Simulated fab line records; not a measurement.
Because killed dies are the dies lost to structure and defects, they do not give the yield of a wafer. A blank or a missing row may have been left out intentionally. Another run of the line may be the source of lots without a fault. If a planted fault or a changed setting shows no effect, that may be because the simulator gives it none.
Chamber matching    flow sfqLine    4 sister chambers for SFQ_TRILAYER_I7_CMP_CMP_184 on cmp-01
The step polishes SiO2. 4 wafers are shown with their chamber, then 10 later ones without.

## EACH WAFER AND ITS CHAMBER
wafer   chamber  motorCurrentA (A)
L885.3  3        8.5
L885.4  1        9.6
L886.2  2        11.6
L886.3  0        8.7

## WAFERS WHOSE CHAMBER IS MISSING
wafer   motorCurrentA (A)
L886.6  8.9
L898.2  9.6
L898.1  8.5
L898.6  9.4
L899.1  12.5
L899.2  8.7
L899.3  8.8
L900.3  11.9
L900.1  8.4
L900.5  11.7

## WHICH CHAMBER EACH ONE RAN IN
wafer   from the rows above           in truth
L886.6  can't be placed: 0 or 3 or 1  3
L898.2  1                             1
L898.1  can't be placed: 3 or 0       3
L898.6  can't be placed: 1 or 0       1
L899.1  2                             2
L899.2  can't be placed: 0 or 3       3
L899.3  can't be placed: 0 or 3       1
L900.3  2                             2
L900.1  can't be placed: 3 or 0       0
L900.5  2                             2
Placed correctly: 4 of 10. Cannot be placed on the basis of these rows: 6; the candidates contain the true chamber in 5. 0 placed wrongly.
How it was worked out, from the rows above alone: a wafer's distance from a chamber is the root of the sum, over the readings, of the square of ((its reading less the chamber's mean) divided by the reading's scatter). The wafer belongs to the nearest chamber; if the next one is less than 2 further off, it can't be placed. For every chamber, the mean is computed from those of its wafers that are shown. The scatter: root of mean squared gap, hidden wafer to nearest shown wafer, with one shown wafer a chamber.
